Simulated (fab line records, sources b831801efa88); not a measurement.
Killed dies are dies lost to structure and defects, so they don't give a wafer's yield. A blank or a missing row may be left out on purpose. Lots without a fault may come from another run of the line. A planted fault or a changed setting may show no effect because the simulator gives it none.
Tool commonality check | flow sky130 | 12 lots, 45 wafers sampled

WHY IT WAS OPENED
At SKY_CONTACT_CD_MEAS_14 the reading cd_nm is flagged on 3 of 12 lots. Wafers without a fault read 169.8 nm, standard deviation 1.3.
Rule: a lot is flagged when every wafer of it that has a number lies more than 4 standard deviations from that mean, or none has a number. The other lots count as sound.

lot  | measured     | on        | cd_nm (nm), wafer by wafer          | flag
L488 | day 31 18:55 | cd_sem-01 | 170.7 170.6 171.2                   |
L490 | day 32 02:01 | cd_sem-02 | 171.3 171.1 170.6                   |
L491 | day 32 17:05 | cd_sem-02 | 171.1 170.0 171.3                   |
L493 | day 32 20:52 | cd_sem-01 | 170.1 169.8 169.7                   |
L494 | day 33 05:37 | cd_sem-02 | 168.5 168.8 168.7                   |
L495 | day 34 02:05 | cd_sem-02 | 170.3 168.7 168.9                   |
L497 | day 34 06:35 | cd_sem-02 | 149.5 150.2 149.7 149.5 149.8 149.8 | FLAGGED
L498 | day 34 13:04 | cd_sem-01 | 169.9 170.5 168.6                   |
L499 | day 34 20:25 | cd_sem-02 | 154.4 154.7 154.0 153.9 154.7 154.0 | FLAGGED
L504 | day 36 14:47 | cd_sem-01 | 159.2 159.0 158.1 159.3 158.7 158.2 | FLAGGED
L509 | day 38 01:23 | cd_sem-01 | 168.0 170.3 167.9                   |
L510 | day 38 08:32 | cd_sem-01 | 167.5 167.9 167.4                   |
The numbers of the flagged lots are 154.3 nm on average: -15.5 nm against the usual, or -12 standard deviations.

WHICH TOOL RAN EACH LOT
The record holds 3 process steps before the reading, out of a route of 708 steps. In each cell: the tool, then ch and the chambers that the sampled wafers went through, then the start.
lot  | flag    | SKY_LOCAL_INTERCONNECT_STRIP_15      | SKY_CONTACT_CVD_00              | SKY_CONTACT_EXPOSE_11
L488 |         | plasma_asher-03 ch 0,1, day 30 14:32 | pecvd-04 ch 0,2, day 30 15:08   | krf_scanner-01 ch 0, day 31 05:49
L490 |         | plasma_asher-02 ch 0,1, day 30 21:44 | pecvd-03 ch 0,2, day 30 22:20   | krf_scanner-01 ch 0, day 31 13:10
L491 |         | plasma_asher-02 ch 0, day 31 12:57   | pecvd-03 ch 1,2, day 31 13:36   | krf_scanner-01 ch 0, day 32 03:46
L493 |         | plasma_asher-01 ch 0,1, day 31 16:35 | pecvd-04 ch 0,1,2, day 31 17:10 | krf_scanner-02 ch 0, day 32 07:14
L494 |         | plasma_asher-02 ch 0, day 32 01:35   | pecvd-03 ch 2, day 32 02:13     | krf_scanner-02 ch 0, day 32 16:40
L495 |         | plasma_asher-01 ch 0,1, day 32 22:07 | pecvd-03 ch 1,2, day 32 22:45   | krf_scanner-02 ch 0, day 33 13:14
L497 | FLAGGED | plasma_asher-03 ch 0,1, day 33 02:05 | pecvd-03 ch 0,1, day 33 03:16   | krf_scanner-02 ch 0, day 33 17:43
L498 |         | plasma_asher-01 ch 0,1, day 33 09:50 | pecvd-02 ch 0,2, day 33 10:28   | krf_scanner-01 ch 0, day 34 00:39
L499 | FLAGGED | plasma_asher-03 ch 1, day 33 16:57   | pecvd-03 ch 0, day 33 17:33     | krf_scanner-02 ch 0, day 34 08:00
L504 | FLAGGED | plasma_asher-01 ch 0,1, day 35 11:20 | pecvd-02 ch 0,1,2, day 35 11:58 | krf_scanner-02 ch 0, day 36 01:36
L509 |         | plasma_asher-01 ch 0,1, day 36 22:35 | pecvd-02 ch 0,1, day 36 23:16   | krf_scanner-01 ch 0, day 37 12:42
L510 |         | plasma_asher-02 ch 0,1, day 37 05:35 | pecvd-03 ch 0,1, day 37 06:11   | krf_scanner-01 ch 0, day 37 20:05
What these steps do:
- SKY_LOCAL_INTERCONNECT_STRIP_15: strips in O2/N2.
- SKY_CONTACT_CVD_00: deposits Si3N4, target thk 75 nm.
- SKY_CONTACT_EXPOSE_11: exposes mask CTM1, target cd 170 nm.
- SKY_CONTACT_CD_MEAS_14: target cd 170 nm.

FLAGGED OVER TOTAL, TOOL BY TOOL (the gauges that took the reading come last)
step                            | tool            | lots run | flagged | share of the flagged lots | sound lots run after its first flagged lot
SKY_LOCAL_INTERCONNECT_STRIP_15 | plasma_asher-01 | 5        | 1       | some                      | 1 (L509)
SKY_LOCAL_INTERCONNECT_STRIP_15 | plasma_asher-02 | 4        | 0       | none                      | -
SKY_LOCAL_INTERCONNECT_STRIP_15 | plasma_asher-03 | 3        | 2       | some                      | 0
SKY_CONTACT_CVD_00              | pecvd-02        | 3        | 1       | some                      | 1 (L509)
SKY_CONTACT_CVD_00              | pecvd-03        | 7        | 2       | some                      | 1 (L510)
SKY_CONTACT_CVD_00              | pecvd-04        | 2        | 0       | none                      | -
SKY_CONTACT_EXPOSE_11           | krf_scanner-01  | 6        | 0       | none                      | -
SKY_CONTACT_EXPOSE_11           | krf_scanner-02  | 6        | 3       | all                       | 0
SKY_CONTACT_CD_MEAS_14          | cd_sem-01       | 6        | 1       | some                      | 2 (L509,L510)
SKY_CONTACT_CD_MEAS_14          | cd_sem-02       | 6        | 2       | some                      | 0

WHAT THE TABLE ALLOWS
1 row of the table ran every flagged lot: krf_scanner-02 at SKY_CONTACT_EXPOSE_11.
- krf_scanner-02 at SKY_CONTACT_EXPOSE_11: 3 of its 6 lots flagged. Its last sound lot is L495 (day 33 13:14), its first flagged lot L497 (day 33 17:43): a fault that began between those two fits. Its own readings lie more than 4 standard deviations out on every wafer of the flagged lots: exposure_dose_mJ_cm2.
One tool is left: krf_scanner-02 at SKY_CONTACT_EXPOSE_11.

WHAT THE SIMULATOR HAD PUT IN
Process parameter drift: krf_scanner-02, from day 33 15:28 on, at SKY_CONTACT_EXPOSE_11. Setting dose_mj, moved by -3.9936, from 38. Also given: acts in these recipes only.
Lots struck among those shown: L497, L499, L504. The rule above found the same.
